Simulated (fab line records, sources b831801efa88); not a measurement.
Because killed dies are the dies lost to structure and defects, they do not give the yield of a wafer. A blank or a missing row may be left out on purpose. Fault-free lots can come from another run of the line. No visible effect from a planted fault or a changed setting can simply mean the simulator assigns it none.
Comparing a struck lot with a sound one | flow sky130 | 14 out of 708 route steps
Sound: these wafers, L285.2, L285.3, L285.5. Wafers L282.1, L282.5, L282.6 were the ones struck. The cause is named last.
Order at every step that has rows: each side's tool, ch and its chambers, its first start. Under that, the readings that differ: sound wafers | struck wafers | difference of the means | sigmas: that difference in standard deviations of wafers without a fault.
alike: readings with means less than 2 such deviations apart, plus words and numbers identical on both sides. not compared: withheld readings, readings lacking a value on some wafer, bounds such as >300 that could conceal the same value, and numbers that have no deviation in the record and whose values overlap.
A row with sigmas, a row that says differs or no value, or rows on one side alone: a step with any of these is where the two part. Non-overlapping numbers with no deviation appear without sigmas and do not part them. A reading that every wafer of one side lacks parts them only if that side has two wafers or more.

SKY_VIA3_CD_MEAS_12: target cd 200 nm.
  sound on cd-sem-02 at day 42 08:41; struck on cd-sem-02 at day 41 00:25
  alike: cd-nm
SKY_VIA3_OVL_MEAS_13:
  sound on overlay-01 at day 42 08:47; struck on overlay-01 at day 41 00:32
  alike: VIA3_OVL
SKY_VIA3_ETCH_14: etches BARC in N2/H2, stops on SiO2, time 45.9 s, target depth 60 nm.
  sound on rie-diel-02 ch 0,1, day 42 08:49; struck on rie-diel-01 ch 0,1,3, day 41 00:34
  alike: drypump-motor-current-A, oes-product-au, throttle-valve-pct
  not compared: rf-hours-counter-h
SKY_VIA3_ETCH_15: etches SiO2 in C4F8/O2/Ar, stops on TiN, target depth 507 nm, time 78 s.
  sound on rie-diel-02 ch 0,1, day 42 08:52; struck on rie-diel-01 ch 0,1,3, day 41 00:37
  alike: oes-product-au
SKY_VIA3_STRIP_16: strips in O2/N2.
  sound on plasma-asher-03 ch 0,1, day 42 08:55; struck on plasma-asher-04 ch 0,1, day 41 00:40
  alike: drypump-motor-current-A, oes-product-au, strip-time-to-endpoint-s
  not compared: rf-hours-counter-h
then, 3 steps without rows for these wafers: SKY_VIA3_STRIP_17 (strips in post etch residue remover, time 1200 s); SKY_VIA3_CLEAN_18 (cleans in IPA, time 180 s); SKY_VIA3_CLEAN_19 (cleans in O3/DIW).
SKY_VIA3_SPUTTER_20: material TiN, target thk 20 nm, time 80 s.
  sound on pvd-sputter-02 at day 42 09:31; struck on pvd-sputter-02 at day 41 01:18
  alike: chamber-pressure-pa, throttle-valve-pct
SKY_VIA3_CVD_21: deposits W, target thk 390 nm, time 117.31 s.
  sound on cvd-w-02 ch 0,1, day 42 09:35; struck on cvd-w-01 ch 0,1, day 41 01:22
  alike: heater-power-w
SKY_VIA3_RS_MEAS_22: measures by four-point-probe.
  sound on film-metro-03 at day 42 09:43; struck on film-metro-04 at day 41 01:29
  alike: VIA3_W_RS
SKY_VIA3_THK_MEAS_23: measures by xrf.
  sound on film-metro-03 at day 42 09:50; struck on film-metro-04 at day 41 01:37
  alike: VIA3_W_THK
SKY_VIA3_CMP_24: polishes, stops on SiO2, t overpolish 20 s, target thk 0 nm.
  sound on cmp-02 ch 0,2,3, day 42 09:59; struck on cmp-02 ch 1,2,3, day 41 01:49
  no value came back on the struck wafers for any of 6 readings (edge-zone-pressure-frac, head-pressure-psi (psi) and others); on the sound wafers edge-zone-pressure-frac reads 1.002 1.004 0.999
  reading                                  | sound             | struck            | difference | sigmas
  model.W_of_VIA3_CVD_21.thk-nm (nm)       | 0 0 0             | 388.7 385.2 391.3 | +388.4     |
  model.SiO2_of_VIA3_HDPCVD_00.thk-nm (nm) | 460.8 460.1 459.5 | 466.6 464.4 463.6 | +4.7       |
-- the record jumps here: 6 days lie between the struck wafers' starts before and after (it left off in module VIA3 and takes up again in module PAD_OPEN, whose first step shown is number 708 of the route) --
SKY_PAD_OPEN_PROBE_99:
  sound on prober-01 at day 48 01:17; struck on prober-01 at day 46 21:05
  reading                  | sound          | struck         | difference | sigmas
  defect-limited-yield (%) | 81.9 82.5 84.1 | 0 0 0          | -83        | -46
  killed_at_M0_to_M3       | 39 43 40       | 444 436 440    | +399       | +63
  killed-dies              | 89 86 78       | 492 492 492    | +408       | +47
  killed-on-rim            | 23 13 12       | 96 96 96       | +80        | +22
  sort_bin_3_pad_short (%) | 0.2 0.6 1.2    | 81.7 80.1 81.5 | +80.4      | +99 or more
  sort-n-pass              | 403 406 414    | 0 0 0          | -408       | -46
  sort-yield-pct (%)       | 81.9 82.5 84.1 | 0 0 0          | -83        | -46
  alike: killed_at_M4_up, killed-at-contacts, killed-at-front-end, killed-at-other, killed-open, killed-short, sort_bin_5_function, sort_bin_6_memory

## WHERE THEY PART
First at SKY_VIA3_CMP_24; last, within this record, at SKY_PAD_OPEN_PROBE_99.

WHY: whatever the simulator had introduced
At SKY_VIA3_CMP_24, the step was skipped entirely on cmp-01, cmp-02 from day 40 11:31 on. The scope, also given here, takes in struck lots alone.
